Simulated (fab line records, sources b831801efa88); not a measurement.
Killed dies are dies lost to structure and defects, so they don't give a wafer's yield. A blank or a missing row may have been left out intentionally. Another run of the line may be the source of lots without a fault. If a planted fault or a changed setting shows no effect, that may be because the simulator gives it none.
8D (eight disciplines) problem report, filled in by code ; flow gf180mcu ; the parts of the form that need people (team, actions taken, sign-off) are left out

1. PROBLEM STATEMENT
At GF_M3_METAL_ETCH_16, run length s averages 145.8 s over 6 wafers from 2 lots, while fault-free wafers read 133.1 s, standard deviation 0.33. Measured from the usual mean, that is +38 standard deviations.
The step: etches the open film in Cl2/BCl3, stops on SiO2, target depth 627.5 nm, time 104.6 s.
Earliest sighting: wafer L899.2 on rie metal-02 at day 25 12:27. The record holds 33 wafers of 11 lots with a number at this step. Rule for "out", or "out of limits": more than 4 standard deviations from the usual mean. The rest of the wafers with a number are treated as sound.

2. WHAT IT IS, WHAT IT ISN'T
question;is;is not
which readings at this step;run length s, oes product au, throttle valve pct;drypump motor current A, he backside leak sccm
which lots;L899, L902;L888, L890, L893, L895, L896, L900, L907, L910, L911
which wafers of those lots;all that have a number;-
read on which tools;rie metal-02;rie metal-01, rie metal-04
when;from day 25 12:27;"up to then (15 sound wafers); but 12 sound wafers of L900, L907, L910, L911 came after"

3. WHAT RULES OUT EACH SUSPECT
Counting: a tool at any process step up to the reading remains a suspect when it ran all the lots that are out and ran no sound lot after the first of those.
- pvd sputter-02 at GF_M3_SPUTTER_04 (material TiN, target thk 50 nm, time 41.7 s): ruled out as a lasting fault. Following L899 (day 24 15:04), the first lot on it that is out, the sound lots L907, L910 were run on it.
- rie metal-02 at GF_M3_METAL_ETCH_16 (etches the open film in Cl2/BCl3, stops on SiO2, target depth 627.5 nm, time 104.6 s): ruled out as a lasting fault. Following L899 (day 25 12:27), the first lot on it that is out, the sound lots L911 were run on it.
Left after counting: nothing in the record.

4. THE CAUSE (what the simulator had put in)
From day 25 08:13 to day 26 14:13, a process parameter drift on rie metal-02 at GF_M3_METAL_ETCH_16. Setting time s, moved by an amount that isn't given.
Counting ruled it out, wrongly.

5. THE CHAIN OF EFFECTS, in route order
Each row: a reading whose mean over the struck wafers that have a number lies more than 3 standard deviations from the usual. Only readings for which the record gives a usual standard deviation are gone through. hours: the time from each lot's start at the first step in this table that gives one to its start at this step, as a median over the lots. sigmas: the change in usual standard deviations.
hours;step;reading;usual;on struck wafers;change;sigmas
0;GF_M3_METAL_ETCH_16;oes product au;0.972 a.u.;0.911;-0.061;-8.5
0;GF_M3_METAL_ETCH_16;run length s;133.1 s;145.8;+12.7;+38
0;GF_M3_METAL_ETCH_16;throttle valve pct;28.249 %;28.315;+0.066;+6.6
0;GF_M3_STRIP_17;strip time to endpoint s;7.89 s;7.62;-0.27;-4.7
The process steps in it:
- GF_M3_METAL_ETCH_16: etches the open film in Cl2/BCl3, stops on SiO2, target depth 627.5 nm, time 104.6 s.
- GF_M3_STRIP_17: strips in O2/N2.
At these later measuring or inspecting steps, every struck wafer for which the step has a row has a number for every such reading, and none has moved that far: GF_V3_BOW_MEAS_05.

6. WHAT WOULD HAVE CAUGHT IT SOONER
First out-of-limits reading in this record: day 25 12:27, which is 4 hours after fault onset at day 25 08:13.
